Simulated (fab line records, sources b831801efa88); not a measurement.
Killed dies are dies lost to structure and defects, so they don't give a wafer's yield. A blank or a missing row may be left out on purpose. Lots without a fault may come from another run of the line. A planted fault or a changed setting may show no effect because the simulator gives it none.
Which tool did it? | flow gf180mcu | 13 lots, 39 wafers sampled, at 4 steps of a route of 602

WHAT THE GAUGES READ, wafer by wafer
GF_TOP_METAL_RS_MEAS_05: measures by four-point-probe. Usual: TOP_METAL_ALCU_RS 0.0326 ohm/sq, standard deviation 0.00033.
lot  | measured     | on            | TOP_METAL_ALCU_RS (ohm/sq) | flag
L160 | day 27 03:18 | film_metro-03 | 0.0328 0.0329 0.0329       |
L161 | day 27 06:00 | film_metro-01 | 0.0321 0.0325 0.0327       |
L162 | day 27 19:21 | film_metro-04 | 0.0329 0.0323 0.0326       |
L164 | day 28 18:47 | film_metro-01 | 0.0327 0.0327 0.0326       |
L165 | day 28 21:12 | film_metro-01 | 0.0325 0.0325 0.0327       |
L168 | day 29 17:31 | film_metro-04 | 0.0328 0.0321 0.0322       |
L169 | day 29 22:29 | film_metro-03 | 0.0324 0.0329 0.0332       |
L170 | day 30 08:45 | film_metro-03 | 0.0325 0.0323 0.0327       |
L176 | day 32 14:42 | film_metro-04 | 0.0321 0.0318 0.0319       |
L175 | day 32 00:47 | film_metro-03 | 0.0323 0.0321 0.0330       |
L180 | day 33 01:19 | film_metro-01 | 0.0324 0.0317 0.0319       |
L182 | day 33 10:25 | film_metro-01 | 0.0329 0.0324 0.0330       |
L183 | day 33 13:01 | film_metro-03 | 0.0323 0.0326 0.0323       |

WHICH TOOL RAN EACH LOT (tool, then ch and the chambers of the sampled wafers, then the start)
lot  | GF_CONTACT_CLEAN_21             | GF_V5_SPUTTER_21             | GF_TOP_METAL_SPUTTER_03
L160 | wet_bench-01 ch 0, day 15 21:49 | pvd_sputter-03, day 27 02:22 | pvd_sputter-03, day 27 03:14
L161 | wet_bench-02 ch 1, day 16 04:53 | pvd_sputter-02, day 27 05:04 | pvd_sputter-04, day 27 05:56
L162 | wet_bench-01 ch 0, day 16 16:33 | pvd_sputter-02, day 27 18:25 | pvd_sputter-01, day 27 19:17
L164 | wet_bench-01 ch 0, day 17 14:31 | pvd_sputter-02, day 28 17:51 | pvd_sputter-01, day 28 18:43
L165 | wet_bench-01 ch 0, day 17 23:03 | pvd_sputter-04, day 28 20:17 | pvd_sputter-01, day 28 21:10
L168 | wet_bench-02 ch 0, day 18 21:59 | pvd_sputter-04, day 29 16:35 | pvd_sputter-03, day 29 17:28
L169 | wet_bench-02 ch 1, day 19 07:45 | pvd_sputter-03, day 29 21:32 | pvd_sputter-03, day 29 22:26
L170 | wet_bench-02 ch 3, day 19 17:19 | pvd_sputter-04, day 30 07:49 | pvd_sputter-03, day 30 08:41
L176 | wet_bench-02 ch 3, day 21 23:29 | pvd_sputter-04, day 32 13:47 | pvd_sputter-01, day 32 14:39
L175 | wet_bench-01 ch 3, day 22 02:03 | pvd_sputter-03, day 31 23:53 | pvd_sputter-03, day 32 00:44
L180 | wet_bench-02 ch 1, day 23 10:13 | pvd_sputter-04, day 33 00:08 | pvd_sputter-03, day 33 01:16
L182 | wet_bench-03 ch 1, day 23 20:20 | pvd_sputter-03, day 33 09:29 | pvd_sputter-04, day 33 10:20
L183 | wet_bench-03 ch 0, day 24 03:38 | pvd_sputter-04, day 33 12:06 | pvd_sputter-04, day 33 12:58
- GF_CONTACT_CLEAN_21: cleans in dHF, time 20 s.
- GF_V5_SPUTTER_21: material Ti, target thk 15 nm, time 80.02 s.
- GF_TOP_METAL_SPUTTER_03: material Ti, target thk 5 nm, time 3.3 s.

WHAT THE TOOLS THEMSELVES READ (means of the sampled wafers that have a number; where no wafer has one, the mark that the record gives instead)
GF_V5_SPUTTER_21. Usual: cathode_dc_power_W 2499.9 W, standard deviation 0.48; throttle_valve_pct 29.8 %, standard deviation 1.1.
lot  | tool           | cathode_dc_power_W (W) | throttle_valve_pct (%) | flag
L160 | pvd_sputter-03 | 2499.6                 | 29.0                   |
L161 | pvd_sputter-02 | 2500.0                 | 30.4                   |
L162 | pvd_sputter-02 | 2500.3                 | 31.1                   |
L164 | pvd_sputter-02 | 2500.0                 | 30.0                   |
L165 | pvd_sputter-04 | 2499.8                 | 29.6                   |
L168 | pvd_sputter-04 | 2500.0                 | 29.8                   |
L169 | pvd_sputter-03 | 2499.8                 | 30.0                   |
L170 | pvd_sputter-04 | 2500.1                 | 29.1                   |
L176 | pvd_sputter-04 | 2499.8                 | 29.1                   |
L175 | pvd_sputter-03 | 2500.1                 | 29.8                   |
L180 | pvd_sputter-04 | 2500.2                 | 29.0                   |
L182 | pvd_sputter-03 | 2499.6                 | 29.1                   |
L183 | pvd_sputter-04 | 2500.2                 | 29.2                   |

GF_TOP_METAL_SPUTTER_03. Usual: cathode_dc_power_W 3000.1 W, standard deviation 0.5; throttle_valve_pct 29.5 %, standard deviation 0.74.
lot  | tool           | cathode_dc_power_W (W) | throttle_valve_pct (%) | flag
L160 | pvd_sputter-03 | 3000.5                 | 29.9                   |
L161 | pvd_sputter-04 | 2999.5                 | 29.5                   |
L162 | pvd_sputter-01 | 3000.3                 | 29.9                   |
L164 | pvd_sputter-01 | 3000.2                 | 30.2                   |
L165 | pvd_sputter-01 | 2999.9                 | 29.8                   |
L168 | pvd_sputter-03 | 3000.0                 | 29.3                   |
L169 | pvd_sputter-03 | 3000.0                 | 29.0                   |
L170 | pvd_sputter-03 | 3000.0                 | 29.8                   |
L176 | pvd_sputter-01 | 2999.9                 | 29.8                   |
L175 | pvd_sputter-03 | 3000.0                 | 29.9                   |
L180 | pvd_sputter-03 | 2999.6                 | 29.8                   |
L182 | pvd_sputter-04 | 3000.1                 | 29.6                   |
L183 | pvd_sputter-04 | 2999.9                 | 29.3                   |

THE ANSWER, worked out from the rows above alone
Rule: a lot is off if the mean of its wafers that have a number lies more than 3 standard deviations from the usual mean. A lot without any number at a reading at which 4 lots or more have one is off too. The other lots that the step has rows for count as sound. The gauges are gone through in route order, then the tools' own readings, and for those a lot's mean is taken as printed above. The first step at which some lot is off is used, and at that step the reading that is off furthest; a lot without a number counts as furthest.
No lot is off at any reading shown: from this, nothing can be told.

WHAT THE SIMULATOR HAD PUT IN
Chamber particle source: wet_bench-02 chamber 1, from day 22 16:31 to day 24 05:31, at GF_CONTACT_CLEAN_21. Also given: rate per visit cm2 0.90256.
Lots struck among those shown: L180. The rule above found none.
